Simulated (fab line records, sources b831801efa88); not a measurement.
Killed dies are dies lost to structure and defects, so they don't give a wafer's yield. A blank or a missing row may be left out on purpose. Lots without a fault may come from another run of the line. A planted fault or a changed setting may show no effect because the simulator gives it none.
Which tool did it? | flow gf180mcu | 6 lots, 18 wafers sampled, at 2 steps of a route of 602

WHAT THE GAUGES READ, wafer by wafer
GF_HV_LDD_CD_MEAS_19: target cd 400 nm.
lot  | measured     | on        | cd_nm (nm)
L343 | day 10 22:52 | cd_sem-01 | 398.2 395.9 396.4
L345 | day 11 15:39 | cd_sem-01 | 401.2 402.2 402.6
L351 | day 13 13:14 | cd_sem-01 | - - -
L357 | day 15 11:12 | cd_sem-01 | 402.6 402.3 402.4
L359 | day 16 06:42 | cd_sem-02 | 399.8 403.6 403.4
L364 | day 17 19:40 | cd_sem-02 | 397.1 399.6 397.9

WHICH TOOL RAN EACH LOT (tool, then ch and the chambers of the sampled wafers, then the start)
lot  | GF_HV_LDD_EXPOSE_16
L343 | iline_stepper-01 ch 0, day 10 13:28
L345 | iline_stepper-02 ch 0, day 11 07:16
L351 | iline_stepper-01 ch 0, day 13 03:32
L357 | iline_stepper-02 ch 0, day 15 01:11
L359 | iline_stepper-02 ch 0, day 15 19:50
L364 | iline_stepper-01 ch 0, day 17 07:58
- GF_HV_LDD_EXPOSE_16: exposes mask Pplus LV AREA, target cd 400 nm.

THE ANSWER, worked out from the rows above alone
Rule: what is usual is taken from the lots themselves. Put in order of their means at a reading, lots are off if they are a third of the lots or fewer, leave a main group of 4 or more, and stand apart from it by a gap of 3 or more times the standard deviation of the main group's means; of several such gaps the widest counts. A main group whose means are all the same, to the digits that the tables above print for the reading, isn't used. A lot without any number at a reading at which 4 lots or more have one is off too. The other lots that the step has rows for count as sound.
Off: L351, at GF_HV_LDD_CD_MEAS_19 (cd_nm). Without a number there: L351. The main group: mean 400.3 nm, standard deviation 2.4.
A tool fits if, at a process step before that reading, it ran every lot that is off, and no sound lot after the first of them. The gauges at GF_HV_LDD_CD_MEAS_19 are tried like those tools. None of those tried fits.

WHAT THE SIMULATOR HAD PUT IN
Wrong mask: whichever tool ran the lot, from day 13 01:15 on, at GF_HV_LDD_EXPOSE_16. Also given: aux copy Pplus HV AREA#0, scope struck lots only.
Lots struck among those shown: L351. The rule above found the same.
